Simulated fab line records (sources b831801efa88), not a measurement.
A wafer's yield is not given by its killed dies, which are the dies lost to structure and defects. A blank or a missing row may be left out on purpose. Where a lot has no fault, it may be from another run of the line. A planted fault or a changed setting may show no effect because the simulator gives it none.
Struck lot and sound lot, side by side ; flow gf180mcu ; 32 out of 602 route steps
Sound: wafers L259.2, L259.4, L259.5. The struck wafers were L265.1, L265.4, L265.6. The cause is given at the end.
Each step with rows lists, per side, the tool, then ch with its chambers, then its first start. Under that, the readings that differ: sound wafers ; struck wafers ; difference of the means ; sigmas: that difference in standard deviations of wafers without a fault.
alike: readings with means less than 2 such deviations apart, plus words and numbers identical on both sides. not compared: withheld readings, readings lacking a value on some wafer, bounds such as >300 that could conceal the same value, and numbers that have no deviation in the record and whose values overlap.
The two part at a step that has a row with sigmas, a row that says differs or no value, or rows on one side only. Numbers that have no deviation but don't overlap get no sigmas and don't part them. A reading that every wafer of one side lacks parts them only if that side has two wafers or more.

first, 1 step without rows for these wafers: GF_HV_LDD_CVD_56 (deposits Si3N4 from DCS/NH3, target thk 90 nm, time 1543 s).
GF_HV_LDD_THK_MEAS_57:
  sound on film-metro-01 at day 15 17:52; struck on film-metro-01 at day 17 20:44
reading;sound;struck;difference;sigmas
HV_LDD_CVD_56_THK (nm);89.9 89.3 89.6;91.0 91.7 90.9;+1.6;+2
GF_HV_LDD_ETCHBACK_58: etches Si3N4 in CH3F/O2, stops on SiO2, time 100 s, target depth 90 nm.
  sound on rie-diel-04 ch 1,2,3, day 15 17:55; struck on rie-diel-04 ch 1,2, day 17 20:47
  alike: drypump-motor-current-A, oes-product-au, rf-fwd-power-W, throttle-valve-pct
  not compared: rf-hours-counter-h
then, 7 steps without rows for these wafers: GF_NSD_DEHYDRATE_00 (time 60 s); GF_NSD_HMDS_01 (prime time 60 s); GF_NSD_COAT_02 (resist thk 984.2 nm); GF_NSD_SOFTBAKE_03 (time 60 s); GF_NSD_EXPOSE_04 (exposes mask Nplus, target cd 400 nm); GF_NSD_PEB_05; GF_NSD_DEVELOP_06 (develop time 60 s).
GF_NSD_CD_MEAS_07 targets a cd of 400 nm.
  sound on cd-sem-02 at day 16 15:59; struck on cd-sem-02 at day 18 20:37
  alike: cd-nm
GF_NSD_OVL_MEAS_08:
  sound on overlay-01 at day 16 16:05; struck on overlay-02 at day 18 20:44
  alike: NSD_OVL
GF_NSD_IMPLANT_09:
  sound on implanter-01 ch 0, day 16 16:10; struck on implanter-02 ch 0, day 18 20:47
reading;sound;struck;difference;sigmas
implant-ion-amu;75 75 75;49 49 49;-26;
model.implant.rp-nm (nm);37.14 37.14 37.14;41.38 41.38 41.38;+4.24;
model.implant.drp-nm (nm);16.15 16.15 16.15;21.23 21.23 21.23;+5.08;
  alike: tilt-deg
then, 1 step without rows for these wafers: GF_NSD_IMPLANT_10.
GF_NSD_STRIP_11: strips in O2/N2.
  sound on plasma-asher-01 ch 0,1, day 16 16:43; struck on plasma-asher-02 ch 0,1, day 18 21:05
reading;sound;struck;difference;sigmas
oes-product-au (a.u.);0.480 0.484 0.487;0.472 0.475 0.474;-0.010;-2
strip-time-to-endpoint-s (s);22.80 22.75 22.76;23.54 23.58 23.54;+0.78;+22
  alike: drypump-motor-current-A, heater-power-w
  not compared: rf-hours-counter-h
GF_NSD_TW_MEAS_12:
  sound on film-metro-04 at day 16 16:50; struck on film-metro-02 at day 18 21:11
reading;sound;struck;difference;sigmas
NSD_TW;4270 4300 4273;4227 4198 4206;-71;-3
  not compared: hold
then, 7 steps without rows for these wafers: GF_PSD_DEHYDRATE_00 (time 60 s); GF_PSD_HMDS_01 (prime time 60 s); GF_PSD_COAT_02 (resist thk 1000 nm); GF_PSD_SOFTBAKE_03 (time 60 s); GF_PSD_EXPOSE_04 (exposes mask Pplus, target cd 400 nm); GF_PSD_PEB_05; GF_PSD_DEVELOP_06 (develop time 60 s).
GF_PSD_CD_MEAS_07 targets a cd of 400 nm.
  sound on cd-sem-02 at day 17 15:56; struck on cd-sem-02 at day 19 21:57
reading;sound;struck;difference;sigmas
cd-nm (nm);402.4 403.6 404.2;397.4 399.0 398.0;-5.3;-2
GF_PSD_OVL_MEAS_08:
  sound on overlay-02 at day 17 16:02; struck on overlay-01 at day 19 22:04
reading;sound;struck;difference;sigmas
PSD_OVL (nm);2.0 4.4 2.9;0.3 -0.1 0.0;-3.0;-2
then, 1 step without rows for these wafers: GF_PSD_IMPLANT_09.
GF_PSD_STRIP_10: strips in O2/N2.
  sound on plasma-asher-01 ch 1, day 17 16:13; struck on plasma-asher-02 ch 0,1, day 19 22:16
reading;sound;struck;difference;sigmas
drypump-motor-current-A (A);6.1 6.1 6.1;5.4 4.9 4.9;-1.0;-3
  alike: heater-power-w, oes-product-au, strip-time-to-endpoint-s
  not compared: rf-hours-counter-h
GF_PSD_TW_MEAS_11:
  sound on film-metro-04 at day 17 16:20; struck on film-metro-01 at day 19 22:22
  alike: PSD_TW
then, 1 step without rows for these wafers: GF_PSD_CLEAN_12 (cleans in SC1/SC2, time 150 s).
GF_PSD_RTA_13: time 20 s.
  sound on rtp-anneal-02 ch 0, day 17 16:27; struck on rtp-anneal-01 ch 0, day 19 22:31
reading;sound;struck;difference;sigmas
lamp-power-pct (%);34.9 35.0 34.9;33.0 33.0 33.0;-1.9;-2
  alike: wafer_temp_C_max
GF_PSD_RS_MEAS_14: measures by four-point-probe.
  sound on film-metro-02 at day 17 16:32; struck on film-metro-04 at day 19 22:38
reading;sound;struck;difference;sigmas
NSD_RS (ohm/sq);46.13 46.04 46.20;- - -;no value on the struck wafers;
GF_PSD_RS_MEAS_15: measures by four-point-probe.
  sound on film-metro-02 at day 17 16:40; struck on film-metro-04 at day 19 22:46
  alike: PSD_RS

WHERE THEY PART
Last at GF_PSD_RS_MEAS_14 as far as this record goes, first at GF_HV_LDD_THK_MEAS_57. Later steps at which nothing parts them and some readings are alike: GF_PSD_RS_MEAS_15.

WHY: the cause the simulator had injected
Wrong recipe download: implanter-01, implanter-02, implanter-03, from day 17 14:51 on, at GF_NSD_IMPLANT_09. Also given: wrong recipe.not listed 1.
